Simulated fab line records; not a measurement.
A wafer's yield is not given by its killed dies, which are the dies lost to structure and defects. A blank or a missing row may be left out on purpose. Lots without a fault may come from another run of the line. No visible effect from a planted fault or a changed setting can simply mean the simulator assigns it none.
Which tool is to blame? / flow gf180mcu / Sampling: 12 lots, 36 wafers, 5 of 602 route steps

WHAT EACH GAUGE READ, for each wafer
GF_VT_IMPLANT_OVL_MEAS_40.
lot=L253; measured=day 7 21:34; on=overlay-01; VT_IMPLANT_03_OVL (nm)=0.6 0.3 0.2
lot=L254; measured=day 8 05:59; on=overlay-01; VT_IMPLANT_03_OVL (nm)=1.0 3.0 4.0
lot=L255; measured=day 8 14:51; on=overlay-02; VT_IMPLANT_03_OVL (nm)=0.0 0.4 0.8
lot=L256; measured=day 8 20:19; on=overlay-02; VT_IMPLANT_03_OVL (nm)=1.6 1.1 1.7
lot=L257; measured=day 9 02:38; on=overlay-02; VT_IMPLANT_03_OVL (nm)=2.6 2.1 3.4
lot=L260; measured=day 10 14:13; on=overlay-01; VT_IMPLANT_03_OVL (nm)=-0.5 -2.1 -1.4
lot=L262; measured=day 11 01:47; on=overlay-02; VT_IMPLANT_03_OVL (nm)=0.8 0.4 0.3
lot=L263; measured=day 11 03:04; on=overlay-01; VT_IMPLANT_03_OVL (nm)=1.0 1.3 2.1
lot=L267; measured=day 12 00:10; on=overlay-01; VT_IMPLANT_03_OVL (nm)=2.5 2.7 3.1
lot=L270; measured=day 13 07:16; on=overlay-02; VT_IMPLANT_03_OVL (nm)=1.4 0.9 0.5
lot=L271; measured=day 13 07:55; on=overlay-02; VT_IMPLANT_03_OVL (nm)=-1.3 -1.5 -1.8
lot=L272; measured=day 13 09:23; on=overlay-01; VT_IMPLANT_03_OVL (nm)=-0.6 -1.6 -1.5

GF_DUAL_GATE_THK_MEAS_03.
lot=L253; measured=day 8 00:11; on=filmMetro-02; DUAL_GATE_OXIDATION_00_THK (nm)=11.15 11.30 10.95
lot=L254; measured=day 8 09:44; on=filmMetro-03; DUAL_GATE_OXIDATION_00_THK (nm)=11.06 10.93 11.21
lot=L255; measured=day 8 17:28; on=filmMetro-02; DUAL_GATE_OXIDATION_00_THK (nm)=10.95 11.11 10.89
lot=L256; measured=day 8 22:56; on=filmMetro-03; DUAL_GATE_OXIDATION_00_THK (nm)=10.98 10.81 10.89
lot=L257; measured=day 9 06:00; on=filmMetro-04; DUAL_GATE_OXIDATION_00_THK (nm)=10.79 10.74 10.94
lot=L260; measured=day 10 17:22; on=filmMetro-02; DUAL_GATE_OXIDATION_00_THK (nm)=10.93 10.89 10.89
lot=L262; measured=day 11 04:25; on=filmMetro-04; DUAL_GATE_OXIDATION_00_THK (nm)=16.39 16.22 16.26
lot=L263; measured=day 11 05:50; on=filmMetro-03; DUAL_GATE_OXIDATION_00_THK (nm)=16.08 16.21 16.13
lot=L267; measured=day 12 05:34; on=filmMetro-04; DUAL_GATE_OXIDATION_00_THK (nm)=16.19 16.20 16.16
lot=L270; measured=day 13 10:00; on=filmMetro-03; DUAL_GATE_OXIDATION_00_THK (nm)=11.15 11.05 11.35
lot=L271; measured=day 13 11:27; on=filmMetro-04; DUAL_GATE_OXIDATION_00_THK (nm)=11.01 11.10 11.05
lot=L272; measured=day 13 12:55; on=filmMetro-04; DUAL_GATE_OXIDATION_00_THK (nm)=10.84 10.94 10.80

GF_HV_LDD_CD_MEAS_07 targets a cd of 400 nm.
lot=L253; measured=day 10 08:55; on=cdSem-01; cdNm (nm)=399.2 400.0 398.4
lot=L254; measured=day 10 17:59; on=cdSem-02; cdNm (nm)=402.6 404.7 401.3
lot=L255; measured=day 11 05:08; on=cdSem-01; cdNm (nm)=394.1 396.8 396.4
lot=L256; measured=day 11 08:49; on=cdSem-01; cdNm (nm)=401.0 402.0 401.0
lot=L257; measured=day 11 18:22; on=cdSem-01; cdNm (nm)=402.1 402.3 399.4
lot=L260; measured=day 13 05:54; on=cdSem-02; cdNm (nm)=397.8 398.3 398.3
lot=L262; measured=day 13 21:32; on=cdSem-01; cdNm (nm)=393.1 395.3 395.0
lot=L263; measured=day 13 22:30; on=cdSem-02; cdNm (nm)=399.4 397.7 399.8
lot=L267; measured=day 14 21:58; on=cdSem-01; cdNm (nm)=397.8 395.8 397.3
lot=L270; measured=day 16 06:30; on=cdSem-02; cdNm (nm)=399.6 400.5 400.1
lot=L271; measured=day 16 07:44; on=cdSem-02; cdNm (nm)=399.5 399.0 398.5
lot=L272; measured=day 16 10:35; on=cdSem-02; cdNm (nm)=399.6 400.7 400.8

GF_M2_THK_MEAS_06: measures by xrf.
lot=L253; measured=day 18 17:37; on=filmMetro-03; M2_ALCU_THK (nm)=445 447 448
lot=L254; measured=day 18 23:29; on=filmMetro-01; M2_ALCU_THK (nm)=453 452 454
lot=L255; measured=day 19 20:34; on=filmMetro-02; M2_ALCU_THK (nm)=455 455 451
lot=L256; measured=day 19 21:41; on=filmMetro-03; M2_ALCU_THK (nm)=453 453 449
lot=L257; measured=day 20 08:43; on=filmMetro-03; M2_ALCU_THK (nm)=442 445 444
lot=L260; measured=day 22 05:42; on=filmMetro-03; M2_ALCU_THK (nm)=445 447 450
lot=L262; measured=day 22 22:49; on=filmMetro-03; M2_ALCU_THK (nm)=450 454 447
lot=L263; measured=day 23 02:35; on=filmMetro-01; M2_ALCU_THK (nm)=451 455 455
lot=L267; measured=day 24 03:18; on=filmMetro-02; M2_ALCU_THK (nm)=446 443 445
lot=L270; measured=day 25 10:08; on=filmMetro-03; M2_ALCU_THK (nm)=454 454 452
lot=L271; measured=day 25 12:14; on=filmMetro-03; M2_ALCU_THK (nm)=446 447 448
lot=L272; measured=day 25 15:20; on=filmMetro-03; M2_ALCU_THK (nm)=440 441 442

WHAT TOOL EACH LOT RAN ON (gives the tool, then ch and the chambers of the sampled wafers, and finally the start)
lot=L253; GF_DUAL_GATE_OXIDATION_02=furnace-01 ch 0, day 7 22:43
lot=L254; GF_DUAL_GATE_OXIDATION_02=furnace-01 ch 0, day 8 08:16
lot=L255; GF_DUAL_GATE_OXIDATION_02=furnace-02 ch 0, day 8 16:01
lot=L256; GF_DUAL_GATE_OXIDATION_02=furnace-01 ch 0, day 8 21:29
lot=L257; GF_DUAL_GATE_OXIDATION_02=furnace-01 ch 0, day 9 04:32
lot=L260; GF_DUAL_GATE_OXIDATION_02=furnace-01 ch 0, day 10 15:56
lot=L262; GF_DUAL_GATE_OXIDATION_02=furnace-02 ch 0, day 11 02:57
lot=L263; GF_DUAL_GATE_OXIDATION_02=furnace-02 ch 0, day 11 04:23
lot=L267; GF_DUAL_GATE_OXIDATION_02=furnace-02 ch 0, day 12 04:05
lot=L270; GF_DUAL_GATE_OXIDATION_02=furnace-01 ch 0, day 13 08:33
lot=L271; GF_DUAL_GATE_OXIDATION_02=furnace-01 ch 0, day 13 10:00
lot=L272; GF_DUAL_GATE_OXIDATION_02=furnace-01 ch 0, day 13 11:26
- GF_DUAL_GATE_OXIDATION_02: stabilise 600 s, purge 300 s, target thk 10.887 nm.

WHAT THE TOOLS THEMSELVES READ (means of the sampled wafers that have a number; where no wafer has one, the mark that the record gives instead)
GF_DUAL_GATE_OXIDATION_02.
lot=L253; tool=furnace-01; spikeTcBottomC (C)=917.8; spikeTcCentreC (C)=901.2; spikeTcLowerC (C)=900.3; spikeTcTopC (C)=909.5; spikeTcUpperC (C)=900.4; tubeCenterTempC (C)=900; tube_center_temp_C_max=902.5; zonePowerBottomPct (%)=27.7; zonePowerCentrePct (%)=15; zonePowerLowerPct (%)=14.69; zonePowerTopPct (%)=32.1; zonePowerUpperPct (%)=20.1
lot=L254; tool=furnace-01; spikeTcBottomC (C)=918.2; spikeTcCentreC (C)=901.5; spikeTcLowerC (C)=900.6; spikeTcTopC (C)=909.7; spikeTcUpperC (C)=901.6; tubeCenterTempC (C)=900; tube_center_temp_C_max=902.4; zonePowerBottomPct (%)=27.9; zonePowerCentrePct (%)=15; zonePowerLowerPct (%)=14.72; zonePowerTopPct (%)=32.3; zonePowerUpperPct (%)=20.1
lot=L255; tool=furnace-02; spikeTcBottomC (C)=922.2; spikeTcCentreC (C)=898.7; spikeTcLowerC (C)=904.1; spikeTcTopC (C)=911.7; spikeTcUpperC (C)=899.2; tubeCenterTempC (C)=900; tube_center_temp_C_max=902.5; zonePowerBottomPct (%)=27.0; zonePowerCentrePct (%)=24; zonePowerLowerPct (%)=14.55; zonePowerTopPct (%)=33.7; zonePowerUpperPct (%)=21.1
lot=L256; tool=furnace-01; spikeTcBottomC (C)=917.8; spikeTcCentreC (C)=902.8; spikeTcLowerC (C)=900.5; spikeTcTopC (C)=909.5; spikeTcUpperC (C)=900.9; tubeCenterTempC (C)=900; tube_center_temp_C_max=902.4; zonePowerBottomPct (%)=27.5; zonePowerCentrePct (%)=15; zonePowerLowerPct (%)=14.74; zonePowerTopPct (%)=32.4; zonePowerUpperPct (%)=20.0
lot=L257; tool=furnace-01; spikeTcBottomC (C)=918.0; spikeTcCentreC (C)=901.9; spikeTcLowerC (C)=900.3; spikeTcTopC (C)=909.2; spikeTcUpperC (C)=901.2; tubeCenterTempC (C)=900; tube_center_temp_C_max=902.2; zonePowerBottomPct (%)=27.7; zonePowerCentrePct (%)=15; zonePowerLowerPct (%)=14.72; zonePowerTopPct (%)=32.3; zonePowerUpperPct (%)=20.2
lot=L260; tool=furnace-01; spikeTcBottomC (C)=917.4; spikeTcCentreC (C)=901.7; spikeTcLowerC (C)=900.1; spikeTcTopC (C)=909.8; spikeTcUpperC (C)=900.3; tubeCenterTempC (C)=900; tube_center_temp_C_max=901.9; zonePowerBottomPct (%)=27.6; zonePowerCentrePct (%)=15; zonePowerLowerPct (%)=14.67; zonePowerTopPct (%)=32.3; zonePowerUpperPct (%)=19.8
lot=L262; tool=furnace-02; spikeTcBottomC (C)=961.5; spikeTcCentreC (C)=937.1; spikeTcLowerC (C)=941.3; spikeTcTopC (C)=949.6; spikeTcUpperC (C)=937.3; tubeCenterTempC (C)=939; tube_center_temp_C_max=940.6; zonePowerBottomPct (%)=29.6; zonePowerCentrePct (%)=26; zonePowerLowerPct (%)=16.00; zonePowerTopPct (%)=36.5; zonePowerUpperPct (%)=23.5
lot=L263; tool=furnace-02; spikeTcBottomC (C)=960.9; spikeTcCentreC (C)=937.8; spikeTcLowerC (C)=941.7; spikeTcTopC (C)=950.7; spikeTcUpperC (C)=936.9; tubeCenterTempC (C)=939; tube_center_temp_C_max=941.0; zonePowerBottomPct (%)=29.8; zonePowerCentrePct (%)=26; zonePowerLowerPct (%)=16.07; zonePowerTopPct (%)=37.0; zonePowerUpperPct (%)=23.5
lot=L267; tool=furnace-02; spikeTcBottomC (C)=961.2; spikeTcCentreC (C)=937.4; spikeTcLowerC (C)=941.6; spikeTcTopC (C)=949.3; spikeTcUpperC (C)=938.3; tubeCenterTempC (C)=939; tube_center_temp_C_max=941.1; zonePowerBottomPct (%)=29.9; zonePowerCentrePct (%)=26; zonePowerLowerPct (%)=16.00; zonePowerTopPct (%)=36.7; zonePowerUpperPct (%)=23.3
lot=L270; tool=furnace-01; spikeTcBottomC (C)=918.2; spikeTcCentreC (C)=902.0; spikeTcLowerC (C)=901.8; spikeTcTopC (C)=909.4; spikeTcUpperC (C)=900.5; tubeCenterTempC (C)=900; tube_center_temp_C_max=902.4; zonePowerBottomPct (%)=27.8; zonePowerCentrePct (%)=15; zonePowerLowerPct (%)=14.63; zonePowerTopPct (%)=32.2; zonePowerUpperPct (%)=20.1
lot=L271; tool=furnace-01; spikeTcBottomC (C)=917.5; spikeTcCentreC (C)=901.1; spikeTcLowerC (C)=900.6; spikeTcTopC (C)=909.2; spikeTcUpperC (C)=901.7; tubeCenterTempC (C)=900; tube_center_temp_C_max=902.3; zonePowerBottomPct (%)=27.6; zonePowerCentrePct (%)=15; zonePowerLowerPct (%)=14.56; zonePowerTopPct (%)=32.2; zonePowerUpperPct (%)=20.0
lot=L272; tool=furnace-01; spikeTcBottomC (C)=918.1; spikeTcCentreC (C)=901.2; spikeTcLowerC (C)=900.8; spikeTcTopC (C)=908.9; spikeTcUpperC (C)=901.8; tubeCenterTempC (C)=900; tube_center_temp_C_max=902.6; zonePowerBottomPct (%)=27.6; zonePowerCentrePct (%)=15; zonePowerLowerPct (%)=14.64; zonePowerTopPct (%)=32.4; zonePowerUpperPct (%)=20.0

THE ANSWER, worked out from the rows above alone
Rule: usual is defined by the lots themselves. The widest of any qualifying gaps counts: lots, ordered by their means at a reading, are off when they make up no more than a third of the lots, leave a main group of 4 or more, and stand apart from it by 3 or more times the standard deviation of that group's means. A main group whose means are all the same, to the digits that the tables above print for the reading, isn't used. Also off: a lot with no number at a reading for which 4 or more lots have one. All remaining lots with rows at the step are treated as sound. The gauges are gone through in route order, then the tools' own readings, and for those a lot's mean is taken as printed above. The first step at which some lot is off is used, and at that step the reading that is off furthest; a lot without a number counts as furthest.
Off: L262, L263, L267, at GF_DUAL_GATE_THK_MEAS_03 (DUAL_GATE_OXIDATION_00_THK). The main group has a mean of 10.99 nm with a standard deviation of 0.12.
A tool fits if, at a process step before that reading, it ran every lot that is off, and no sound lot after the first of them. Not tried: the gauges at GF_DUAL_GATE_THK_MEAS_03; whatever is off there is also off at GF_DUAL_GATE_OXIDATION_02, on other tools, and gauge error can't account for it. One fits: furnace-02 at GF_DUAL_GATE_OXIDATION_02. Its last sound lot is L255 (day 8 16:01), its first lot that is off L262 (day 11 02:57): a fault that began between those two fits.
The tool's own readings at GF_DUAL_GATE_OXIDATION_02 bear it out: on the lots that are off they differ by more than 5 times the standard deviation of the sound lots' means. spikeTcBottomC reads 961.2 C there against 918.4 C on the sound lots; spikeTcCentreC reads 937.4 C there against 901.3 C on the sound lots; spikeTcLowerC reads 941.5 C there against 901.0 C on the sound lots; spikeTcTopC reads 949.9 C there against 909.7 C on the sound lots; spikeTcUpperC reads 937.5 C there against 900.8 C on the sound lots; tubeCenterTempC reads 939 C there against 900 C on the sound lots; tube_center_temp_C_max reads 940.9 there against 902.4 on the sound lots; zonePowerBottomPct reads 29.8 % there against 27.6 % on the sound lots; zonePowerLowerPct reads 16.02 % there against 14.66 % on the sound lots; zonePowerTopPct reads 36.7 % there against 32.4 % on the sound lots; zonePowerUpperPct reads 23.4 % there against 20.2 % on the sound lots.

WHAT THE SIMULATOR PUT IN
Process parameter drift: furnace-02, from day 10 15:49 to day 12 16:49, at GF_DUAL_GATE_OXIDATION_02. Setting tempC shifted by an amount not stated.
Lots struck among those shown: L262, L263, L267. This agrees with what the rule above found.
